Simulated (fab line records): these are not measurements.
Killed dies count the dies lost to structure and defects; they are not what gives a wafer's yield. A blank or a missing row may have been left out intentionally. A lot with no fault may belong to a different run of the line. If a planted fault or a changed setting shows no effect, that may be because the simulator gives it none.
What tool caused it? / flow gf180mcu / Sampling: 14 lots, 42 wafers, 4 of 602 route steps

## WHAT THE GAUGES SHOWED, per wafer
No reading from a measuring or inspecting step in the record can be judged against a usual standard deviation.

## WHICH TOOL RAN EACH LOT (tool, then ch and the chambers of the sampled wafers, then the start)
lot=L666; GF_V3_DEVELOP_13=litho_track-01 ch 0, day 22 05:59; GF_V3_STRIP_18=plasma_asher-04 ch 0,1, day 22 06:28; GF_V3_SPUTTER_21=pvd_sputter-03, day 22 07:00; GF_M4_SPUTTER_00=pvd_sputter-02, day 22 07:42
lot=L668; GF_V3_DEVELOP_13=litho_track-01 ch 0, day 22 19:22; GF_V3_STRIP_18=plasma_asher-03 ch 0,1, day 22 19:48; GF_V3_SPUTTER_21=pvd_sputter-01, day 22 20:22; GF_M4_SPUTTER_00=pvd_sputter-03, day 22 21:03
lot=L671; GF_V3_DEVELOP_13=litho_track-03 ch 0, day 24 11:49; GF_V3_STRIP_18=plasma_asher-03 ch 0,1, day 24 12:12; GF_V3_SPUTTER_21=pvd_sputter-01, day 24 12:42; GF_M4_SPUTTER_00=pvd_sputter-04, day 24 13:23
lot=L672; GF_V3_DEVELOP_13=litho_track-01 ch 0, day 24 14:29; GF_V3_STRIP_18=plasma_asher-04 ch 0,1, day 24 14:54; GF_V3_SPUTTER_21=pvd_sputter-01, day 24 15:28; GF_M4_SPUTTER_00=pvd_sputter-03, day 24 16:10
lot=L679; GF_V3_DEVELOP_13=litho_track-01, day 26 22:25; GF_V3_STRIP_18=plasma_asher-04 ch 0,1, day 26 22:51; GF_V3_SPUTTER_21=pvd_sputter-02, day 26 23:23; GF_M4_SPUTTER_00=-
lot=L680; GF_V3_DEVELOP_13=litho_track-01, day 27 02:46; GF_V3_STRIP_18=plasma_asher-04 ch 0,1, day 27 03:11; GF_V3_SPUTTER_21=pvd_sputter-03, day 27 03:49; GF_M4_SPUTTER_00=-
lot=L682; GF_V3_DEVELOP_13=litho_track-01 ch 0, day 27 19:56; GF_V3_STRIP_18=plasma_asher-02 ch 0,1, day 27 20:21; GF_V3_SPUTTER_21=pvd_sputter-03, day 27 20:54; GF_M4_SPUTTER_00=pvd_sputter-02, day 27 21:35
lot=L683; GF_V3_DEVELOP_13=litho_track-01 ch 0, day 28 01:02; GF_V3_STRIP_18=plasma_asher-04 ch 0,1, day 28 01:27; GF_V3_SPUTTER_21=pvd_sputter-02, day 28 01:59; GF_M4_SPUTTER_00=pvd_sputter-03, day 28 02:40
lot=L684; GF_V3_DEVELOP_13=litho_track-04 ch 0, day 28 06:50; GF_V3_STRIP_18=plasma_asher-04 ch 0,1, day 28 07:16; GF_V3_SPUTTER_21=pvd_sputter-01, day 28 07:48; GF_M4_SPUTTER_00=pvd_sputter-04, day 28 08:29
lot=L685; GF_V3_DEVELOP_13=litho_track-03 ch 0, day 28 14:16; GF_V3_STRIP_18=plasma_asher-04 ch 0,1, day 28 14:39; GF_V3_SPUTTER_21=pvd_sputter-01, day 28 15:09; GF_M4_SPUTTER_00=pvd_sputter-04, day 28 15:50
lot=L686; GF_V3_DEVELOP_13=litho_track-01 ch 0, day 28 18:40; GF_V3_STRIP_18=plasma_asher-04 ch 0,1, day 28 19:05; GF_V3_SPUTTER_21=pvd_sputter-03, day 28 19:42; GF_M4_SPUTTER_00=pvd_sputter-04, day 28 20:23
lot=L687; GF_V3_DEVELOP_13=litho_track-01 ch 0, day 29 05:11; GF_V3_STRIP_18=plasma_asher-04 ch 0,1, day 29 05:36; GF_V3_SPUTTER_21=pvd_sputter-03, day 29 06:13; GF_M4_SPUTTER_00=pvd_sputter-04, day 29 06:55
lot=L688; GF_V3_DEVELOP_13=litho_track-03 ch 0, day 29 09:50; GF_V3_STRIP_18=plasma_asher-03 ch 0,1, day 29 10:16; GF_V3_SPUTTER_21=pvd_sputter-03, day 29 11:14; GF_M4_SPUTTER_00=pvd_sputter-04, day 29 11:56
lot=L689; GF_V3_DEVELOP_13=litho_track-04 ch 0, day 29 16:07; GF_V3_STRIP_18=plasma_asher-04 ch 0,1, day 29 16:30; GF_V3_SPUTTER_21=pvd_sputter-02, day 29 17:20; GF_M4_SPUTTER_00=pvd_sputter-03, day 29 18:02
- GF_V3_DEVELOP_13: develop time 60 s.
- GF_V3_STRIP_18: strips in O2/N2.
- GF_V3_SPUTTER_21: material Ti, target thk 15 nm, time 80.02 s.
- GF_M4_SPUTTER_00: material Ti, target thk 37.5 nm, time 150 s.

## WHAT THE TOOLS THEMSELVES READ (means of the sampled wafers that have a number; where no wafer has one, the mark that the record gives instead)
GF_V3_DEVELOP_13.
lot=L666; tool=litho_track-01; chill_plate_temp_C (C)=23.12; resist_line_temp_C (C)=22.96
lot=L668; tool=litho_track-01; chill_plate_temp_C (C)=23.08; resist_line_temp_C (C)=22.95
lot=L671; tool=litho_track-03; chill_plate_temp_C (C)=23.18; resist_line_temp_C (C)=23.06
lot=L672; tool=litho_track-01; chill_plate_temp_C (C)=22.96; resist_line_temp_C (C)=23.10
lot=L679; tool=litho_track-01; chill_plate_temp_C (C)=-; resist_line_temp_C (C)=-
lot=L680; tool=litho_track-01; chill_plate_temp_C (C)=-; resist_line_temp_C (C)=-
lot=L682; tool=litho_track-01; chill_plate_temp_C (C)=23.01; resist_line_temp_C (C)=22.98
lot=L683; tool=litho_track-01; chill_plate_temp_C (C)=22.98; resist_line_temp_C (C)=23.03
lot=L684; tool=litho_track-04; chill_plate_temp_C (C)=23.08; resist_line_temp_C (C)=22.88
lot=L685; tool=litho_track-03; chill_plate_temp_C (C)=23.02; resist_line_temp_C (C)=22.93
lot=L686; tool=litho_track-01; chill_plate_temp_C (C)=23.05; resist_line_temp_C (C)=23.19
lot=L687; tool=litho_track-01; chill_plate_temp_C (C)=22.91; resist_line_temp_C (C)=22.90
lot=L688; tool=litho_track-03; chill_plate_temp_C (C)=22.99; resist_line_temp_C (C)=22.97
lot=L689; tool=litho_track-04; chill_plate_temp_C (C)=22.92; resist_line_temp_C (C)=22.98

GF_V3_STRIP_18.
lot=L666; tool=plasma_asher-04; drypump_motor_current_A (A)=5.4; heater_power_w (W)=333; n2_flow_sccm (sccm)=299.8; oes_product_au (a.u.)=0.592
lot=L668; tool=plasma_asher-03; drypump_motor_current_A (A)=5.7; heater_power_w (W)=332; n2_flow_sccm (sccm)=300.5; oes_product_au (a.u.)=0.597
lot=L671; tool=plasma_asher-03; drypump_motor_current_A (A)=5.3; heater_power_w (W)=333; n2_flow_sccm (sccm)=299.9; oes_product_au (a.u.)=0.591
lot=L672; tool=plasma_asher-04; drypump_motor_current_A (A)=5.7; heater_power_w (W)=330; n2_flow_sccm (sccm)=300.1; oes_product_au (a.u.)=0.592
lot=L679; tool=plasma_asher-04; drypump_motor_current_A (A)=5.7; heater_power_w (W)=328; n2_flow_sccm (sccm)=300.8; oes_product_au (a.u.)=0.598
lot=L680; tool=plasma_asher-04; drypump_motor_current_A (A)=5.5; heater_power_w (W)=331; n2_flow_sccm (sccm)=300.2; oes_product_au (a.u.)=0.600
lot=L682; tool=plasma_asher-02; drypump_motor_current_A (A)=5.9; heater_power_w (W)=320; n2_flow_sccm (sccm)=299.1; oes_product_au (a.u.)=0.593
lot=L683; tool=plasma_asher-04; drypump_motor_current_A (A)=5.7; heater_power_w (W)=333; n2_flow_sccm (sccm)=299.6; oes_product_au (a.u.)=0.597
lot=L684; tool=plasma_asher-04; drypump_motor_current_A (A)=5.7; heater_power_w (W)=329; n2_flow_sccm (sccm)=300.0; oes_product_au (a.u.)=0.592
lot=L685; tool=plasma_asher-04; drypump_motor_current_A (A)=5.7; heater_power_w (W)=343; n2_flow_sccm (sccm)=300.5; oes_product_au (a.u.)=0.592
lot=L686; tool=plasma_asher-04; drypump_motor_current_A (A)=5.5; heater_power_w (W)=327; n2_flow_sccm (sccm)=299.6; oes_product_au (a.u.)=0.597
lot=L687; tool=plasma_asher-04; drypump_motor_current_A (A)=5.5; heater_power_w (W)=329; n2_flow_sccm (sccm)=299.6; oes_product_au (a.u.)=0.594
lot=L688; tool=plasma_asher-03; drypump_motor_current_A (A)=5.6; heater_power_w (W)=337; n2_flow_sccm (sccm)=300.2; oes_product_au (a.u.)=0.598
lot=L689; tool=plasma_asher-04; drypump_motor_current_A (A)=5.5; heater_power_w (W)=328; n2_flow_sccm (sccm)=300.1; oes_product_au (a.u.)=0.596

GF_V3_SPUTTER_21.
lot=L666; tool=pvd_sputter-03; chamber_pressure_pa (Pa)=5.002; throttle_valve_pct (%)=29.7
lot=L668; tool=pvd_sputter-01; chamber_pressure_pa (Pa)=4.999; throttle_valve_pct (%)=30.4
lot=L671; tool=pvd_sputter-01; chamber_pressure_pa (Pa)=5.000; throttle_valve_pct (%)=29.9
lot=L672; tool=pvd_sputter-01; chamber_pressure_pa (Pa)=5.002; throttle_valve_pct (%)=30.0
lot=L679; tool=pvd_sputter-02; chamber_pressure_pa (Pa)=4.995; throttle_valve_pct (%)=28.9
lot=L680; tool=pvd_sputter-03; chamber_pressure_pa (Pa)=5.007; throttle_valve_pct (%)=29.3
lot=L682; tool=pvd_sputter-03; chamber_pressure_pa (Pa)=5.017; throttle_valve_pct (%)=29.5
lot=L683; tool=pvd_sputter-02; chamber_pressure_pa (Pa)=5.001; throttle_valve_pct (%)=27.9
lot=L684; tool=pvd_sputter-01; chamber_pressure_pa (Pa)=4.992; throttle_valve_pct (%)=30.1
lot=L685; tool=pvd_sputter-01; chamber_pressure_pa (Pa)=4.996; throttle_valve_pct (%)=29.8
lot=L686; tool=pvd_sputter-03; chamber_pressure_pa (Pa)=5.009; throttle_valve_pct (%)=29.4
lot=L687; tool=pvd_sputter-03; chamber_pressure_pa (Pa)=5.008; throttle_valve_pct (%)=29.8
lot=L688; tool=pvd_sputter-03; chamber_pressure_pa (Pa)=5.002; throttle_valve_pct (%)=29.7
lot=L689; tool=pvd_sputter-02; chamber_pressure_pa (Pa)=5.001; throttle_valve_pct (%)=29.9

GF_M4_SPUTTER_00.
lot=L666; tool=pvd_sputter-02; chamber_pressure_pa (Pa)=2.004; throttle_valve_pct (%)=28.9
lot=L668; tool=pvd_sputter-03; chamber_pressure_pa (Pa)=2.000; throttle_valve_pct (%)=29.3
lot=L671; tool=pvd_sputter-04; chamber_pressure_pa (Pa)=2.004; throttle_valve_pct (%)=29.3
lot=L672; tool=pvd_sputter-03; chamber_pressure_pa (Pa)=2.000; throttle_valve_pct (%)=29.6
lot=L682; tool=pvd_sputter-02; chamber_pressure_pa (Pa)=1.999; throttle_valve_pct (%)=29.8
lot=L683; tool=pvd_sputter-03; chamber_pressure_pa (Pa)=1.998; throttle_valve_pct (%)=28.8
lot=L684; tool=pvd_sputter-04; chamber_pressure_pa (Pa)=1.998; throttle_valve_pct (%)=28.9
lot=L685; tool=pvd_sputter-04; chamber_pressure_pa (Pa)=1.998; throttle_valve_pct (%)=29.4
lot=L686; tool=pvd_sputter-04; chamber_pressure_pa (Pa)=1.996; throttle_valve_pct (%)=29.0
lot=L687; tool=pvd_sputter-04; chamber_pressure_pa (Pa)=1.997; throttle_valve_pct (%)=28.8
lot=L688; tool=pvd_sputter-04; chamber_pressure_pa (Pa)=1.998; throttle_valve_pct (%)=28.8
lot=L689; tool=pvd_sputter-03; chamber_pressure_pa (Pa)=2.001; throttle_valve_pct (%)=29.3

## THE ANSWER, worked out from the rows above alone
Rule: usual is defined by the lots themselves. Put in order of their means at a reading, lots are off if they are a third of the lots or fewer, leave a main group of 4 or more, and stand apart from it by a gap of 3 or more times the standard deviation of the main group's means; of several such gaps the widest counts. A main group whose means are all the same, to the digits that the tables above print for the reading, isn't used. A lot without any number at a reading at which 4 lots or more have one is off too. Any other lot the step has rows for is counted as sound. First the gauges in route order, then the tools' own readings, where a lot's mean is used as printed above. At the first step where some lot is off, the reading lying furthest off is the one used; lots without a number count as furthest.
Off, at GF_V3_DEVELOP_13 on chill_plate_temp_C: L679, L680. Without a number there: L679, L680. The main group has a mean of 23.02 C with a standard deviation of 0.077.
A tool fits if, at that step or a process step before it, it ran every lot that is off, and no sound lot after the first of them. None of those tried fits.

## WHAT THE SIMULATOR PUT IN
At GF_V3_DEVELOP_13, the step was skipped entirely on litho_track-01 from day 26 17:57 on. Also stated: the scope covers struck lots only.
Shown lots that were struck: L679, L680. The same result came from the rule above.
